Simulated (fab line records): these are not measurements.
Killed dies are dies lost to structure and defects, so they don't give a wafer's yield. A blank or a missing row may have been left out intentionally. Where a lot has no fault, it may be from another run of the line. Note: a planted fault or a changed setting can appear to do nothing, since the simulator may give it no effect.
Which of the tools did it? :: flow sky130 :: 38 wafers sampled from 13 lots at 1 step of a route of 708

## WHAT EACH GAUGE READ, for each wafer
SKY_CAP2M_THK_MEAS_01.
lot: L378
measured: day 39 12:38
on: film metro-03
CAP2M_CVD_00_THK (nm): 15.43 15.57 15.79

lot: L379
measured: day 40 02:14
on: film metro-02
CAP2M_CVD_00_THK (nm): 14.92 15.36 15.60

lot: L381
measured: day 40 10:20
on: film metro-04
CAP2M_CVD_00_THK (nm): 14.99 15.76 15.44

lot: L382
measured: day 40 17:49
on: film metro-03
CAP2M_CVD_00_THK (nm): 15.62 15.58 15.51

lot: L383
measured: day 41 02:36
on: film metro-03
CAP2M_CVD_00_THK (nm): 15.06 15.69 15.36

lot: L384
measured: day 41 08:54
on: film metro-03
CAP2M_CVD_00_THK (nm): 15.08 15.38

lot: L387
measured: day 42 14:21
on: film metro-04
CAP2M_CVD_00_THK (nm): 15.67 15.17 15.57

lot: L392
measured: day 43 14:46
on: film metro-03
CAP2M_CVD_00_THK (nm): 15.37 15.11 15.16

lot: L395
measured: day 44 16:11
on: film metro-03
CAP2M_CVD_00_THK (nm): 15.15 15.72 15.76

lot: L396
measured: day 44 21:00
on: film metro-04
CAP2M_CVD_00_THK (nm): 15.31 15.47 15.60

lot: L398
measured: day 45 05:02
on: film metro-04
CAP2M_CVD_00_THK (nm): 15.55 15.70 15.74

lot: L400
measured: day 45 15:22
on: film metro-02
CAP2M_CVD_00_THK (nm): 15.43 15.66 15.97

lot: L401
measured: day 46 01:43
on: film metro-03
CAP2M_CVD_00_THK (nm): 15.31 15.58 15.51

## EACH LOT AND THE TOOL THAT RAN IT (in order: tool; ch and the chambers of the sampled wafers; start)
The record holds no process step before these readings.

## AS READ BY THE TOOLS THEMSELVES (means over the sampled wafers that have a number; for cases with no such wafer, the mark the record gives instead)
The record holds no such reading with a usual standard deviation.

## THE ANSWER, worked out from the rows above alone
Rule: usual is defined by the lots themselves. Put in order of their means at a reading, lots are off if they are a third of the lots or fewer, leave a main group of 4 or more, and stand apart from it by a gap of 3 or more times the standard deviation of the main group's means; of several such gaps the widest counts. The tables above print the reading to a certain number of digits; a main group whose means all agree to those digits is not used. A lot without any number at a reading at which 4 lots or more have one is off too. Any other lot the step has rows for is counted as sound. Order of review: gauges by route order, followed by the tools' own readings, for which a lot's mean as printed above is used. At the first step where some lot is off, the reading lying furthest off is the one used; lots without a number count as furthest.
None of the lots is off at any reading shown; this tells nothing.

## WHAT THE SIMULATOR PUT IN
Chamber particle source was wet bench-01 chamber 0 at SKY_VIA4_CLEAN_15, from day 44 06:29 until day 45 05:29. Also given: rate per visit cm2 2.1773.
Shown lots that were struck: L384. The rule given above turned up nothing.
